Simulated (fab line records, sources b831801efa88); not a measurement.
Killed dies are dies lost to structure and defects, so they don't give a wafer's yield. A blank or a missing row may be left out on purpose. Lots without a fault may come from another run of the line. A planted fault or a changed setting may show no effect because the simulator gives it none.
fab line records | flow gf180mcu
record lots=5 wafers=15 last_day=34
route steps=602 shown V3@432 M4@456
lots that met no fault: from a run of the same line without faults
start_h: hours from the record's first day to the start of the lot's first wafer shown | wait_h: hours since the lot's step before | " the same as in the row above | L1.1+2: a row that stands for several wafers | - no value, or no start given | * or withheld: withheld | < > ~ a bound
route shown NAME@n: a module of which the file shows steps, and the number in the route of the first | usual: mean/standard deviation of fault-free wafers | same: alike in all rows | chamber/n: place in a boat | sites: the reading at each site | _std_site: their standard deviation | _edge_site: outer sites' mean less inner sites' | radius_mm: how far each site lies from the wafer's centre | mask NAME#n: copy n | behind: the tool/chamber that last shaped the wafer | hold: why the lot was held/for how many hours/how that ended | device: the transistor (n, p or np) that didn't switch | end of line: the same wafers' tests at the end of the route | a step without rows: its recipe alone | killed: dies lost to structure and defects at the first sort, not the wafer's yield | map: a wafer's dies, x killed, . not, _ none there
set.NAME: the setting as run; set.NAME@STEP: as run at that earlier step | model.NAME: the simulator's own value behind a step, which no gauge read
lots at some steps of the route; a table a step, a row a wafer
services: from which hour (start_h, from the record's first day; less than 0 if before it) a tool's chamber was out of use, for how many hours, and why
## steps
# step GF_V3_THK_MEAS_03
# recipe reads=SiO2_of_V3_CVD_02
# usual V3_CVD_02_THK=847/15
# columns lot.wafer tool chamber start_h wait_h V3_CVD_02_THK[nm]
L074.1 film_metro-01 - 494.51 0.0 829
L074.2 " - " " 834
L074.6 " - " " 819
L077.3 film_metro-04 - 537.45 0.1 828
L077.5 " - " " 844
L077.6 " - " " 845
L085.2 film_metro-02 - 595.88 0.0 837
L085.3 " - " " 833
L085.5 " - " " 846
L091.3 film_metro-04 - 639.18 0.1 852
L091.4 " - " " 859
L091.6 " - " " 868
L093.3 film_metro-02 - 650.73 0.1 856
L093.4 " - " " 859
L093.6 " - " " 851
# step GF_V3_CMP_04
# recipe material=SiO2 down_force_psi=4 platen_rpm=60 pad_velocity_m_s=0.94248
# usual motor_current_A=11.3/0.9 slurry_flow_ml_min=150.1/0.45 time_to_endpoint_s=81/6.7
# columns lot.wafer tool chamber start_h wait_h motor_current_A slurry_flow_ml_min time_to_endpoint_s
L074.1 cmp-02 1 494.57 0.1 11.4 149.6 73
L074.2 " 2 " " 11.6 150.1 74
L074.6 " 1 " " 10.9 149.3 70
L077.3 cmp-01 2 537.54 0.1 10.7 150.0 79
L077.6 " 1 " " 10.2 150.5 81
L077.5 " 2 " " 10.9 149.7 88
L085.3 cmp-01 1 595.98 0.1 11.1 150.2 73
L085.2 " 3 " " 11.2 150.2 74
L085.5 " 1 " " 10.4 150.0 77
L091.4 cmp-01 3 639.44 0.2 11.5 149.6 81
L091.3 " 1 " " 11.2 150.4 83
L091.6 " 3 " " 11.8 149.8 89
L093.3 cmp-01 2 650.77 0.0 10.8 149.2 85
L093.4 " 3 " " 11.3 149.5 79
L093.6 " 3 " " 11.5 149.7 78
# step GF_V3_BOW_MEAS_05
# recipe mode=bow
# usual V3_BOW=115/7.9
# columns lot.wafer tool chamber start_h wait_h V3_BOW[um]
L074.1 film_metro-04 - 494.87 0.2 110
L074.2 " - " " 113
L074.6 " - " " 100
L077.3 film_metro-04 - 537.83 0.2 125
L077.5 " - " " 132
L077.6 " - " " 133
L085.2 film_metro-01 - 596.25 0.1 110
L085.3 " - " " 104
L085.5 " - " " 101
L091.3 film_metro-04 - 639.73 0.1 110
L091.4 " - " " 107
L091.6 " - " " 91
L093.3 film_metro-02 - 651.11 0.3 117
L093.4 " - " " 104
L093.6 " - " " 117
# step GF_V3_DEHYDRATE_06
# recipe temp_c=200 time_s=60
# usual heater_power_total_W=160.36/0.12 plate_temp_C=200.03/0.17
# columns lot.wafer tool chamber start_h wait_h heater_power_total_W plate_temp_C
L074.1 litho_track-03 0 506.63 11.7 160.44 199.69
L074.2 " 0 " " 160.28 199.81
L074.6 " 0 " " 160.53 199.83
L077.3 litho_track-04 0 548.49 10.6 160.29 199.97
L077.5 " 0 " " 160.33 200.16
L077.6 " 0 " " 160.34 200.09
L085.2 litho_track-04 0 606.42 10.1 160.45 200.21
L085.3 " 0 " " 160.22 200.20
L085.5 " 0 " " 160.45 200.24
L091.3 litho_track-03 0 649.73 10.0 160.41 200.11
L091.4 " 0 " " 160.42 199.96
L091.6 " 0 " " 160.53 199.99
L093.3 litho_track-02 0 660.90 9.8 160.29 200.16
L093.4 " 0 " " 160.40 199.93
L093.6 " 0 " " 160.47 199.70
# step GF_V3_HMDS_07
# recipe prime_time_s=60 prime_temp_c=120
# columns lot.wafer tool chamber start_h wait_h
L074.1+2+6 litho_track-03 0 506.78 0.1
L077.3+5+6 litho_track-04 0 548.64 0.1
L085.2+3+5 litho_track-04 0 606.57 0.1
L091.3+4+6 litho_track-03 0 649.88 0.1
L093.3+4+6 litho_track-02 0 661.05 0.1
# step GF_V3_COAT_08
# recipe resist=BARC temp_c=withheld time_s=withheld spin_rpm=withheld resist_thk_nm=withheld
# columns lot.wafer tool chamber start_h wait_h
L074.1+2+6 litho_track-03 0 506.93 0.1
L077.3+5+6 litho_track-04 0 548.79 0.1
L085.2+3+5 litho_track-04 0 606.72 0.1
L091.3+4+6 litho_track-03 0 650.03 0.1
L093.3+4+6 litho_track-02 0 661.20 0.1
# step GF_V3_COAT_09
# recipe resist=KrF spin_rpm=withheld resist_thk_nm=1000
# columns lot.wafer tool chamber start_h wait_h
L074.1+2+6 litho_track-03 0 - -
L077.3+5+6 litho_track-04 0 - -
L085.2+3+5 litho_track-04 0 - -
L091.3+4+6 litho_track-03 0 - -
L093.3+4+6 litho_track-02 0 - -
# step GF_V3_SOFTBAKE_10
# recipe temp_c=130 time_s=60 resist=KrF
# usual heater_power_total_W=93.05/0.057 plate_temp_C=130.02/0.14
# columns lot.wafer tool chamber start_h wait_h heater_power_total_W plate_temp_C
L074.1 litho_track-03 0 - - 93.04 129.95
L074.2 " 0 " " 93.12 130.13
L074.6 " 0 " " 93.06 129.92
L077.3 litho_track-04 0 - - 93.03 129.96
L077.5 " 0 " " 93.05 129.97
L077.6 " 0 " " 93.00 130.18
L085.2 litho_track-04 0 - - 92.88 129.89
L085.3 " 0 " " 93.13 130.09
L085.5 " 0 " " 93.10 130.12
L091.3 litho_track-03 0 - - 93.06 130.06
L091.4 " 0 " " 92.94 130.02
L091.6 " 0 " " 93.11 130.20
L093.3 litho_track-02 0 - - 93.06 130.10
L093.4 " 0 " " 93.13 129.92
L093.6 " 0 " " 93.20 129.95
# step GF_V3_EXPOSE_11
# recipe mask_id=Via3 target_cd_nm=260 na=0.68 source_shape=conventional sigma_outer=0.6 dose_mj=38
# columns lot.wafer tool chamber start_h wait_h mask
L074.1+2+6 krf_scanner-01 0 - - Via3#0
L077.3+5+6 krf_scanner-02 0 - - Via3#0
L085.2+3+5 krf_scanner-02 0 - - Via3#0
L091.3+4+6 krf_scanner-01 0 - - Via3#0
L093.3+4+6 krf_scanner-01 0 - - Via3#0
# step GF_V3_PEB_12
# recipe peb_temp_c=135 peb_time_s=90 resist=KrF
# usual heater_power_total_W=85.70/0.083 plate_temp_C=134.97/0.14
# columns lot.wafer tool chamber start_h wait_h heater_power_total_W plate_temp_C
L074.1 litho_track-03 0 - - 85.66 135.10
L074.2 " 0 " " 85.67 134.85
L074.6 " 0 " " 85.80 134.99
L077.3 litho_track-04 0 - - 85.66 135.18
L077.5 " 0 " " 85.56 135.07
L077.6 " 0 " " 85.67 135.16
L085.2 litho_track-02 0 - - 85.64 134.94
L085.3 " 0 " " 85.60 135.23
L085.5 " 0 " " 85.74 134.96
L091.3 litho_track-04 0 - - 85.66 135.05
L091.4 " 0 " " 85.79 134.77
L091.6 " 0 " " 85.53 135.09
L093.3 litho_track-04 0 - - 85.80 135.00
L093.4 " 0 " " 85.83 134.99
L093.6 " 0 " " 85.76 135.08
# step GF_V3_DEVELOP_13
# recipe develop_time_s=60 resist=KrF dev_temp_c=21
# columns lot.wafer tool chamber start_h wait_h
L074.1+2+6 litho_track-03 0 518.38 0.2
L077.3+5+6 litho_track-04 0 560.04 0.1
L085.2+3+5 litho_track-02 0 617.17 0.2
L091.3+4+6 litho_track-04 0 659.89 0.1
L093.3+4+6 litho_track-04 0 671.79 0.1
# step GF_V3_CD_MEAS_14
# recipe target_cd_nm=260
# usual cd_nm=260.2/1
# columns lot.wafer tool chamber start_h wait_h cd_nm
L074.1 cd_sem-02 - 518.53 0.1 260.1
L074.2 " - " " 260.3
L074.6 " - " " 259.4
L077.3 cd_sem-02 - 560.18 0.1 261.1
L077.5 " - " " 260.4
L077.6 " - " " 259.6
L085.2 cd_sem-02 - 617.32 0.1 259.0
L085.3 " - " " 258.9
L085.5 " - " " 259.5
L091.3 cd_sem-01 - 660.03 0.1 260.1
L091.4 " - " " 259.9
L091.6 " - " " 261.0
L093.3 cd_sem-02 - 671.93 0.1 259.3
L093.4 " - " " 260.1
L093.6 " - " " 258.8
# step GF_V3_OVL_MEAS_15
# usual V3_OVL=7/6.2
# columns lot.wafer tool chamber start_h wait_h V3_OVL[nm]
L074.1 overlay-02 - 518.65 0.1 13
L074.2 " - " " 6
L074.6 " - " " 9
L077.3 overlay-02 - 560.27 0.1 11
L077.5 " - " " 2
L077.6 " - " " 2
L085.2 overlay-01 - 617.42 0.1 2
L085.3 " - " " -4
L085.5 " - " " -2
L091.3 overlay-01 - 660.12 0.1 1
L091.4 " - " " -4
L091.6 " - " " -8
L093.3 overlay-02 - 672.02 0.1 4
L093.4 " - " " 9
L093.6 " - " " 10
# step GF_V3_ETCH_16
# recipe chemistry=N2/H2 target_depth_a=withheld overetch_a=withheld time_s=withheld target=BARC ion_energy_ev=200 source_w=500 bias_w=100 pressure_mtorr=30 n2_flow_sccm=100 h2_flow_sccm=200
# usual chamber_pressure_mTorr=30.002/0.028 drypump_motor_current_A=5.7/0.47 n2_flow_sccm=100.0/0.31 oes_product_au=0.854/0.0046 throttle_valve_pct=13.225/0.0089
# columns lot.wafer tool chamber start_h wait_h chamber_pressure_mTorr drypump_motor_current_A n2_flow_sccm oes_product_au throttle_valve_pct
L074.1 rie_diel-04 0 518.69 0.0 30.004 5.4 100.1 0.850 13.222
L074.2 " 1 " " 30.018 5.8 100.0 0.849 13.241
L074.6 " 3 " " 29.980 6.5 99.2 0.855 13.225
L077.3 rie_diel-03 3 560.30 0.0 30.006 6.0 99.5 0.848 13.220
L077.5 " 1 " " 30.027 5.6 99.3 0.849 13.221
L077.6 " 3 " " 30.049 6.0 99.9 0.847 13.221
L085.2 rie_diel-03 1 617.45 0.0 29.990 5.6 99.7 0.855 13.225
L085.3 " 3 " " 30.005 6.0 99.8 0.852 13.230
L085.5 " 3 " " 29.937 5.9 99.9 0.853 13.217
L091.3 rie_diel-03 3 660.15 0.0 29.988 6.0 100.8 0.844 13.225
L091.4 " 2 " " 29.948 5.8 100.1 0.855 13.213
L091.6 " 0 " " 30.002 6.4 99.9 0.850 13.220
L093.3 rie_diel-02 2 672.05 0.0 29.978 6.4 100.0 0.847 13.225
L093.4 " 0 " " 30.005 5.5 100.0 0.857 13.220
L093.6 " 2 " " 30.057 6.4 100.5 0.850 13.228
# step GF_V3_ETCH_17
# recipe chemistry=C4F8/O2/Ar mask_material=KrF target=SiO2 stop_on=TiN source_w=1500 bias_w=1200 pressure_mtorr=40 c4f8_flow_sccm=withheld O2_flow_sccm=6 Ar_flow_sccm=300 time_s=withheld target_depth_a=6350
# usual chamber_pressure_mTorr=40.00/0.037 oes_product_au=0.856/0.0044
# columns lot.wafer tool chamber start_h wait_h chamber_pressure_mTorr oes_product_au
L074.1 rie_diel-04 0 - - 40.04 0.856
L074.2 " 1 " " 40.00 0.852
L074.6 " 3 " " 39.96 0.857
L077.3 rie_diel-03 3 - - 39.99 0.861
L077.5 " 1 " " 39.98 0.857
L077.6 " 3 " " 40.01 0.848
L085.2 rie_diel-03 1 - - 40.03 0.858
L085.3 " 3 " " 40.09 0.862
L085.5 " 3 " " 40.04 0.857
L091.3 rie_diel-03 3 - - 39.96 0.859
L091.4 " 2 " " 39.97 0.855
L091.6 " 0 " " 40.07 0.854
L093.3 rie_diel-02 2 - - 40.03 0.854
L093.4 " 0 " " 39.97 0.858
L093.6 " 2 " " 40.01 0.862
# step GF_V3_STRIP_18
# recipe chemistry=O2/N2 power_w=1400 pressure_mtorr=1500 platen_temp_c=250 o2_flow_sccm=3000 n2_flow_sccm=300 overash_fraction=0.5
# usual chamber_pressure_mTorr=1500.1/1.4 drypump_motor_current_A=5.6/0.52 heater_power_w=363/26 n2_flow_sccm=300.0/0.81 oes_product_au=0.593/0.0052
# columns lot.wafer tool chamber start_h wait_h chamber_pressure_mTorr drypump_motor_current_A heater_power_w n2_flow_sccm oes_product_au rf_hours_counter_h
L074.1 plasma_asher-02 0 518.82 - 1502.7 6.4 400 298.8 0.598 44
L074.2 " 1 " " 1497.6 6.3 337 300.7 0.591 44
L074.6 " 0 " " 1498.9 6.4 391 300.1 0.594 -
L077.3 plasma_asher-02 0 560.46 - 1501.7 6.4 401 300.1 0.588 -
L077.5 " 1 " " 1499.2 6.3 334 299.9 0.588 -
L077.6 " 0 " " 1500.2 6.3 396 300.2 0.583 -
L085.2 plasma_asher-04 0 617.58 - 1501.5 5.1 363 301.0 0.590 98
L085.3 " 0 " " 1501.9 5.1 365 299.9 0.590 -
L085.5 " 0 " " 1499.9 5.1 366 299.4 0.591 -
L091.3 plasma_asher-04 0 660.31 - 1500.0 5.1 357 300.4 0.587 -
L091.4 " 1 " " 1500.6 5.6 341 301.3 0.596 -
L091.6 " 1 " " 1498.7 5.6 338 300.9 0.591 -
L093.3 plasma_asher-02 0 672.21 - 1499.3 6.3 396 299.0 0.584 -
L093.4 " 1 " " 1500.0 6.3 327 299.0 0.602 -
L093.6 " 0 " " 1498.0 6.3 399 300.8 0.595 -
# step GF_V3_STRIP_19
# recipe chemistry=post_etch_residue_remover time_s=1200 temp_c=72.5
# columns lot.wafer tool chamber start_h wait_h
L074.1+2+6 wet_bench-04 0 518.92 0.1
L077.3+5+6 wet_bench-01 1 560.53 0.0
L085.2+3+5 wet_bench-02 3 617.68 0.1
L091.3+4+6 wet_bench-02 0 660.37 0.0
L093.3+4+6 wet_bench-02 2 672.27 0.0
# step GF_V3_CLEAN_20
# recipe chemistry=DIW dry=n2_spin
# columns lot.wafer tool chamber start_h wait_h
L074.1+2+6 wet_bench-02 2 519.60 0.0
L077.3+5+6 wet_bench-04 2 560.87 0.0
L085.2+3+5 wet_bench-04 0 618.02 0.0
L091.3+4+6 wet_bench-01 2 660.72 0.0
L093.3+4+6 wet_bench-01 1 672.62 0.0
# step GF_V3_SPUTTER_21
# recipe material=Ti target_thk_nm=15 chamber_pressure_pa=5 power_w=2500 substrate_temp_c=200 time_s=80.02
# usual substrate_temp_c=199.98/0.16 throttle_valve_pct=30.0/1
# columns lot.wafer tool chamber start_h wait_h substrate_temp_c throttle_valve_pct
L074.1 pvd_sputter-04 - 519.69 0.0 199.94 30.2
L074.2 " - " " 199.96 28.6
L074.6 " - " " 200.02 28.3
L077.3 pvd_sputter-04 - 560.98 0.0 199.94 29.8
L077.5 " - " " 199.81 28.4
L077.6 " - " " 199.85 30.0
L085.2 pvd_sputter-03 - 618.12 0.0 199.96 30.9
L085.3 " - " " 200.32 30.4
L085.5 " - " " 200.02 30.7
L091.3 pvd_sputter-03 - 660.81 0.0 199.97 30.4
L091.4 " - " " 200.00 28.8
L091.6 " - " " 199.91 30.7
L093.3 pvd_sputter-03 - 672.71 0.0 199.66 30.8
L093.4 " - " " 199.98 30.6
L093.6 " - " " 199.79 31.0
# step GF_V3_SPUTTER_22
# recipe material=TiN target_thk_nm=10 chamber_pressure_pa=5 power_w=4000 time_s=40
# usual throttle_valve_pct=30.0/1.1
# columns lot.wafer tool chamber start_h wait_h throttle_valve_pct
L074.1 pvd_sputter-04 - 519.76 0.0 30.2
L074.2 " - " " 28.1
L074.6 " - " " 28.5
L077.3 pvd_sputter-04 - 561.04 0.0 30.1
L077.5 " - " " 28.6
L077.6 " - " " 30.1
L085.2 pvd_sputter-03 - 618.18 0.0 30.6
L085.3 " - " " 30.4
L085.5 " - " " 30.7
L091.3 pvd_sputter-03 - 660.87 0.0 30.7
L091.4 " - " " 28.6
L091.6 " - " " 30.8
L093.3 pvd_sputter-03 - 672.77 0.0 30.8
L093.4 " - " " 30.8
L093.6 " - " " 31.2
# step GF_V3_CVD_23
# recipe material=W target_thk_nm=350 time_s=104.9 temp_c=400 pressure_torr=40
# usual heater_power_w=897/38
# columns lot.wafer tool chamber start_h wait_h heater_power_w
L074.1 cvd_w-01 0 519.79 0.0 864
L074.2 " 1 " " 938
L074.6 " 0 " " 853
L077.3 cvd_w-01 0 561.15 0.1 865
L077.5 " 0 " " 870
L077.6 " 0 " " 885
L085.2 cvd_w-01 0 618.22 0.0 877
L085.3 " 1 " " 944
L085.5 " 1 " " 953
L091.3 cvd_w-01 1 660.95 0.1 952
L091.4 " 0 " " 894
L091.6 " 0 " " 875
L093.3 cvd_w-01 1 672.88 0.1 940
L093.4 " 1 " " 945
L093.6 " 1 " " 947
# step GF_V3_RS_MEAS_24
# recipe thk_meas_gauge=four-point-probe reads=W_of_V3_CVD_23+TiN_of_V3_SPUTTER_22+Ti_of_V3_SPUTTER_21
# usual V3_W_RS=0.326/0.0042
# columns lot.wafer tool chamber start_h wait_h V3_W_RS[ohm/sq]
L074.1 film_metro-01 - 519.91 0.1 0.324
L074.2 " - " " 0.320
L074.6 " - " " 0.327
L077.3 film_metro-02 - 561.34 0.2 0.328
L077.5 " - " " 0.327
L077.6 " - " " 0.326
L085.2 film_metro-02 - 618.36 0.1 0.333
L085.3 " - " " 0.323
L085.5 " - " " 0.320
L091.3 film_metro-01 - 661.06 0.1 0.324
L091.4 " - " " 0.327
L091.6 " - " " 0.325
L093.3 film_metro-04 - 673.07 0.2 0.326
L093.4 " - " " 0.326
L093.6 " - " " 0.327
# step GF_V3_THK_MEAS_25
# recipe thk_meas_gauge=xrf reads=W_of_V3_CVD_23
# usual V3_W_THK=353/4.8
# columns lot.wafer tool chamber start_h wait_h V3_W_THK[nm]
L074.1 film_metro-01 - 520.03 0.1 354
L074.2 " - " " 358
L074.6 " - " " 350
L077.3 film_metro-02 - 561.44 0.1 352
L077.5 " - " " 353
L077.6 " - " " 353
L085.2 film_metro-02 - 618.47 0.1 345
L085.3 " - " " 356
L085.5 " - " " 359
L091.3 film_metro-01 - 661.16 0.1 354
L091.4 " - " " 349
L091.6 " - " " 350
L093.3 film_metro-04 - 673.17 0.1 357
L093.4 " - " " 354
L093.6 " - " " 356
# step GF_V3_CMP_26
# recipe stop_on=SiO2 down_force_psi=3.5 platen_rpm=60 t_overpolish_s=15 target_thk_nm=0 pad_velocity_m_s=0.94248
# usual motor_current_A=10.3/0.75 overpolish_run_s=15.000/0.0094 slurry_flow_ml_min=150.0/0.46 time_to_endpoint_s=87/4.6
# columns lot.wafer tool chamber start_h wait_h motor_current_A overpolish_run_s slurry_flow_ml_min time_to_endpoint_s
L074.1 cmp-02 1 520.19 0.1 10.3 14.989 150.1 90
L074.2 " 2 " " 10.1 15.010 149.6 86
L074.6 " 0 " " 12.3 14.991 149.8 93
L077.3 cmp-01 2 561.54 0.1 9.8 14.992 150.4 91
L077.5 " 1 " " 10.2 15.000 150.5 83
L077.6 " 2 " " 9.6 15.006 150.0 91
L085.3 cmp-01 0 618.52 0.0 10.1 14.998 150.5 93
L085.2 " 2 " " 10.4 15.009 149.7 90
L085.5 " 0 " " 10.3 14.998 150.3 93
L091.3 cmp-01 3 661.25 0.1 10.4 14.989 150.1 81
L091.4 " 0 " " 10.3 15.012 150.0 94
L091.6 " 3 " " 10.6 15.008 150.2 83
L093.3 cmp-01 2 673.26 0.1 9.6 14.982 150.2 84
L093.4 " 0 " " 9.9 14.999 149.8 88
L093.6 " 2 " " 10.1 15.003 150.2 86
# step GF_M4_SPUTTER_00
# recipe material=Ti target_thk_nm=37.5 arriving_ion_energy_ev=80 substrate_temp_c=200 chamber_pressure_pa=2 power_w=4000 time_s=150
# usual substrate_temp_c=200.03/0.17 throttle_valve_pct=30.5/1
# columns lot.wafer tool chamber start_h wait_h substrate_temp_c throttle_valve_pct
L074.1 pvd_sputter-01 - 520.39 0.1 199.78 29.7
L074.2 " - " " 200.21 30.7
L074.6 " - " " 200.01 30.0
L077.3 pvd_sputter-01 - 561.80 0.2 200.03 32.1
L077.5 " - " " 199.78 32.0
L077.6 " - " " 199.72 30.6
L085.2 pvd_sputter-02 - 618.82 0.1 199.85 31.8
L085.3 " - " " 199.81 29.5
L085.5 " - " " 199.95 31.0
L091.3 pvd_sputter-01 - 661.50 0.2 199.87 32.1
L091.4 " - " " 200.00 32.1
L091.6 " - " " 200.01 30.6
L093.3 pvd_sputter-01 - 673.51 0.2 199.81 32.0
L093.4 " - " " 199.95 29.6
L093.6 " - " " 199.94 29.6
# step GF_M4_SPUTTER_01
# recipe material=TiN target_thk_nm=30 power_w=6500 time_s=25 chamber_pressure_pa=0.4
# usual throttle_valve_pct=30.4/0.97
# columns lot.wafer tool chamber start_h wait_h throttle_valve_pct
L074.1 pvd_sputter-01 - 520.49 0.1 29.7
L074.2 " - " " 30.5
L074.6 " - " " 29.8
L077.3 pvd_sputter-01 - 561.90 0.1 31.9
L077.5 " - " " 32.1
L077.6 " - " " 30.5
L085.2 pvd_sputter-02 - 618.92 0.1 31.7
L085.3 " - " " 29.5
L085.5 " - " " 31.0
L091.3 pvd_sputter-01 - 661.61 0.1 32.1
L091.4 " - " " 31.8
L091.6 " - " " 30.3
L093.3 pvd_sputter-01 - 673.61 0.1 32.2
L093.4 " - " " 29.8
L093.6 " - " " 29.8
# step GF_M4_SPUTTER_02
# recipe material=AlCu target_thk_nm=450 power_w=10600 time_s=23.9 chamber_pressure_pa=0.4
# usual throttle_valve_pct=30.4/1
# columns lot.wafer tool chamber start_h wait_h throttle_valve_pct
L074.1 pvd_sputter-01 - 520.52 0.0 29.8
L074.2 " - " " 31.0
L074.6 " - " " 29.8
L077.3 pvd_sputter-01 - 561.94 0.0 32.1
L077.5 " - " " 32.0
L077.6 " - " " 30.8
L085.2 pvd_sputter-02 - 618.95 0.0 31.6
L085.3 " - " " 29.3
L085.5 " - " " 31.2
L091.3 pvd_sputter-01 - 661.65 0.0 32.0
L091.4 " - " " 32.1
L091.6 " - " " 30.9
L093.3 pvd_sputter-01 - 673.64 0.0 32.2
L093.4 " - " " 29.8
L093.6 " - " " 29.9
# step GF_M4_SPUTTER_03
# recipe material=Ti target_thk_nm=10 substrate_temp_c=300 chamber_pressure_pa=0.3 power_w=3000 time_s=6.7
# usual substrate_temp_c=300.01/0.19 throttle_valve_pct=30.4/0.99
# columns lot.wafer tool chamber start_h wait_h substrate_temp_c throttle_valve_pct
L074.1 pvd_sputter-01 - 520.55 0.0 300.17 29.6
L074.2 " - " " 300.35 30.4
L074.6 " - " " 300.08 29.9
L077.3 pvd_sputter-01 - 561.97 0.0 300.12 32.1
L077.5 " - " " 299.98 32.2
L077.6 " - " " 299.86 30.8
L085.2 pvd_sputter-02 - 618.98 0.0 300.21 31.6
L085.3 " - " " 300.04 29.6
L085.5 " - " " 299.86 31.1
L091.3 pvd_sputter-01 - 661.68 0.0 300.02 32.0
L091.4 " - " " 299.92 32.1
L091.6 " - " " 300.03 30.7
L093.3 pvd_sputter-01 - 673.67 0.0 300.08 32.0
L093.4 " - " " 299.85 29.5
L093.6 " - " " 299.79 29.7
# step GF_M4_SPUTTER_04
# recipe material=TiN target_thk_nm=50 power_w=6500 time_s=41.7 chamber_pressure_pa=0.4
# usual throttle_valve_pct=30.4/1
# columns lot.wafer tool chamber start_h wait_h throttle_valve_pct
L074.1 pvd_sputter-01 - 520.57 0.0 29.7
L074.2 " - " " 30.6
L074.6 " - " " 29.8
L077.3 pvd_sputter-01 - 561.99 0.0 32.0
L077.5 " - " " 32.0
L077.6 " - " " 30.4
L085.2 pvd_sputter-02 - 619.00 0.0 31.8
L085.3 " - " " 29.2
L085.5 " - " " 31.1
L091.3 pvd_sputter-01 - 661.70 0.0 32.3
L091.4 " - " " 32.1
L091.6 " - " " 30.4
L093.3 pvd_sputter-01 - 673.69 0.0 31.9
L093.4 " - " " 29.8
L093.6 " - " " 29.6
# step GF_M4_RS_MEAS_05
# recipe thk_meas_gauge=four-point-probe reads=TiN_of_M4_SPUTTER_04+Ti_of_M4_SPUTTER_03+AlCu_of_M4_SPUTTER_02+TiN_of_M4_SPUTTER_01+Ti_of_M4_SPUTTER_00
# usual M4_ALCU_RS=0.0696/0.00084
# columns lot.wafer tool chamber start_h wait_h M4_ALCU_RS[ohm/sq]
L074.1 film_metro-01 - 520.61 0.0 0.0706
L074.2 " - " " 0.0692
L074.6 " - " " 0.0701
L077.3 film_metro-03 - 562.07 0.1 0.0702
L077.5 " - " " 0.0701
L077.6 " - " " 0.0693
L085.2 film_metro-03 - 619.06 0.0 0.0707
L085.3 " - " " 0.0695
L085.5 " - " " 0.0701
L091.3 film_metro-01 - 661.79 0.1 0.0694
L091.4 " - " " 0.0695
L091.6 " - " " 0.0698
L093.3 film_metro-04 - 673.77 0.1 0.0683
L093.4 " - " " 0.0702
L093.6 " - " " 0.0695
# step GF_M4_THK_MEAS_06
# recipe thk_meas_gauge=xrf reads=AlCu_of_M4_SPUTTER_02
# usual M4_ALCU_THK=451/6.7
# columns lot.wafer tool chamber start_h wait_h M4_ALCU_THK[nm]
L074.1 film_metro-01 - 520.73 0.1 444
L074.2 " - " " 452
L074.6 " - " " 447
L077.3 film_metro-03 - 562.17 0.1 457
L077.5 " - " " 455
L077.6 " - " " 458
L085.2 film_metro-03 - 619.17 0.1 446
L085.3 " - " " 453
L085.5 " - " " 451
L091.3 film_metro-01 - 661.89 0.1 454
L091.4 " - " " 450
L091.6 " - " " 451
L093.3 film_metro-04 - 673.87 0.1 456
L093.4 " - " " 445
L093.6 " - " " 449
# step GF_M4_DEHYDRATE_07
# recipe temp_c=200 time_s=60
# usual heater_power_total_W=160.37/0.11 plate_temp_C=199.99/0.16
# columns lot.wafer tool chamber start_h wait_h heater_power_total_W plate_temp_C
L074.1 litho_track-02 0 532.30 11.6 160.46 199.95
L074.2 " 0 " " 160.46 200.01
L074.6 " 0 " " 160.41 200.07
L077.3 litho_track-01 0 572.75 10.6 160.21 199.73
L077.5 " 0 " " 160.17 199.85
L077.6 " 0 " " 160.33 200.11
L085.2 litho_track-04 0 629.72 10.5 160.36 200.06
L085.3 " 0 " " 160.19 200.05
L085.5 " 0 " " 160.31 200.04
L091.3 litho_track-01 0 671.65 9.8 160.45 199.77
L091.4 " 0 " " 160.59 199.89
L091.6 " 0 " " 160.33 200.05
L093.3 litho_track-02 0 683.05 9.2 160.45 200.13
L093.4 " 0 " " 160.31 199.95
L093.6 " 0 " " 160.32 200.12
# step GF_M4_HMDS_08
# recipe prime_time_s=60 prime_temp_c=120
# columns lot.wafer tool chamber start_h wait_h
L074.1+2+6 litho_track-02 0 532.45 0.1
L077.3+5+6 litho_track-01 0 572.90 0.1
L085.2+3+5 litho_track-04 0 629.87 0.1
L091.3+4+6 litho_track-01 0 671.80 0.1
L093.3+4+6 litho_track-02 0 683.20 0.1
# step GF_M4_COAT_09
# recipe resist=KrF spin_rpm=withheld resist_thk_nm=1000
# columns lot.wafer tool chamber start_h wait_h
L074.1+2+6 litho_track-02 0 532.60 0.1
L077.3+5+6 litho_track-01 0 573.05 0.1
L085.2+3+5 litho_track-04 0 630.02 0.1
L091.3+4+6 litho_track-01 0 671.95 0.1
L093.3+4+6 litho_track-02 0 683.35 0.1
# step GF_M4_SOFTBAKE_10
# recipe temp_c=130 time_s=60 resist=KrF
# usual heater_power_total_W=93.06/0.053 plate_temp_C=129.98/0.13
# columns lot.wafer tool chamber start_h wait_h heater_power_total_W plate_temp_C
L074.1 litho_track-02 0 532.75 0.1 92.96 129.93
L074.2 " 0 " " 92.94 129.71
L074.6 " 0 " " 93.02 129.89
L077.3 litho_track-01 0 573.20 0.1 93.07 130.09
L077.5 " 0 " " 93.03 129.91
L077.6 " 0 " " 93.04 130.09
L085.2 litho_track-04 0 630.17 0.1 93.02 129.89
L085.3 " 0 " " 93.22 129.87
L085.5 " 0 " " 93.06 129.93
L091.3 litho_track-01 0 672.10 0.1 93.00 129.76
L091.4 " 0 " " 93.08 129.92
L091.6 " 0 " " 93.06 129.84
L093.3 litho_track-02 0 683.50 0.1 93.08 130.12
L093.4 " 0 " " 93.05 130.10
L093.6 " 0 " " 93.12 130.08
# step GF_M4_EXPOSE_11
# recipe mask_id=Metal4 target_cd_nm=280 na=0.68 source_shape=conventional sigma_outer=0.6 dose_mj=28
# columns lot.wafer tool chamber start_h wait_h mask
L074.1+2+6 krf_scanner-01 0 - - Metal4#0
L077.3+5+6 krf_scanner-02 0 - - Metal4#0
L085.2+3+5 krf_scanner-01 0 - - Metal4#0
L091.3+4+6 krf_scanner-01 0 - - Metal4#0
L093.3+4+6 krf_scanner-01 0 - - Metal4#0
## services
# columns tool chamber start_h hours kind
cmp-01 - 479.63 4.9 pm
pvd_sputter-03 - 485.82 2.2 repair
pvd_sputter-02 - 486.95 2.6 repair
cmp-01 - 487.38 1.6 repair
pvd_sputter-02 - 489.36 2.1 repair
pvd_sputter-02 - 496.24 5.2 repair
pvd_sputter-03 - 499.62 0.7 repair
pvd_sputter-02 - 502.87 2.3 repair
pvd_sputter-03 - 518.58 3.5 repair
rie_diel-03 0 520.44 1.8 repair
krf_scanner-01 - 530.48 1.0 pm
cvd_w-01 0 539.45 7.2 repair
cmp-01 - 551.70 6.0 pm
rie_diel-03 - 559.60 0.3 repair
krf_scanner-01 - 561.50 0.8 pm
krf_scanner-01 - 582.95 11.6 pm
pvd_sputter-01 - 584.33 3.7 repair
rie_diel-03 3 632.94 8.8 repair
krf_scanner-01 - 634.76 1.3 pm
rie_diel-03 1 656.78 19.6 repair
cmp-01 - 662.04 1.9 repair
cmp-01 - 666.77 2.4 repair
krf_scanner-01 - 679.06 3.6 pm
cmp-01 - 679.07 1.1 repair
## key
fault none
